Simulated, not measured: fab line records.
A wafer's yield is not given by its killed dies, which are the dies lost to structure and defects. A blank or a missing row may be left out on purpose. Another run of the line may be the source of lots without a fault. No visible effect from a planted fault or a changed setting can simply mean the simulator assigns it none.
One fault through the eyes of 2 desks | flow gf180mcu | only its own numbers are on each desk; what lay behind them is given at the end

## METROLOGY DESK
What the gauges read for every lot (on any tool): the sampled wafers with a number, averaged. If a lot's mean is further than 4 standard deviations from the usual mean, the lot is out of limits and carries the mark OUT (the distance appears in the brackets).
Columns: A = V3_W_THK at GF_V3_THK_MEAS_25, usual 349 nm; B = MIM_ALCU_RS at GF_MIM_RS_MEAS_10, usual 0.1609 ohm/sq; C = MIM_ALCU_THK at GF_MIM_THK_MEAS_11, usual 202 nm
lot  | first seen here | A   | B                | C
L210 | day 23 04:14    | 353 | 0.1579           | 204
L212 | day 23 22:37    | 348 | 0.1627           | 201
L216 | day 25 09:01    | 341 | 0.1617           | 201
L221 | day 26 23:58    | 350 | 0.1609           | 203
L226 | day 28 06:49    | 353 | 0.1961 (+14) OUT | 167 (-10) OUT
L225 | day 28 07:26    | 349 | 0.1995 (+15) OUT | 164 (-11) OUT
L229 | day 29 01:47    | 346 | 0.1627           | 199
L230 | day 29 16:18    | 347 | 0.1626           | 201
L231 | day 29 19:21    | 348 | 0.1637           | 199
This desk reports L225, L226 out of limits; the earliest was L226 at day 30 00:11 (MIM_ALCU_RS at GF_MIM_RS_MEAS_10). L210, L212, L216, L221, L229, L230, L231: within limits.

## AT THE TOOL OWNER'S DESK: pvdSputter-02
The tool's own readings at GF_MIM_SPUTTER_08 (material AlCu, target thk 200 nm, time 10.6 s): means of the sampled wafers that have a number, for each lot that ran on this tool. If a lot's mean is further than 4 standard deviations from the usual mean, the lot is out of limits and carries the mark OUT (the distance appears in the brackets).
Columns: A = cathodeDcPowerW at GF_MIM_SPUTTER_08, usual 10600 W; B = chamberPressurePa at GF_MIM_SPUTTER_08, usual 0.4001 Pa; C = throttleValvePct at GF_MIM_SPUTTER_08, usual 29.7 %
lot  | first seen here | A     | B      | C
L210 | day 25 03:56    | 10600 | 0.4005 | 30.5
L221 | day 28 19:35    | 10600 | 0.4004 | 30.0
L226 | day 30 00:05    | 10600 | 0.4010 | 30.1
L225 | day 30 01:02    | 10602 | 0.3989 | 29.6
This desk found nothing out of limits on any of the 4 lots.

## TAKEN TOGETHER
L225, L226 would have let the metrology desk raise an alarm at day 30 00:11.
Nothing out of limits was seen by the tool owner's desk.
The tool owner's desk has L225, L226 on record, within its limits.
The lots listed all ran GF_MIM_SPUTTER_08 on pvdSputter-02.

## WHAT HAD BEEN PUT IN BY THE SIMULATOR
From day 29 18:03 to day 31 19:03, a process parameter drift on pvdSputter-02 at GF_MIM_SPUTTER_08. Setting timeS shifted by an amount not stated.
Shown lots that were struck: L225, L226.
Delay in hours, fault start to first out-of-limits reading, per desk: metrology desk 6.
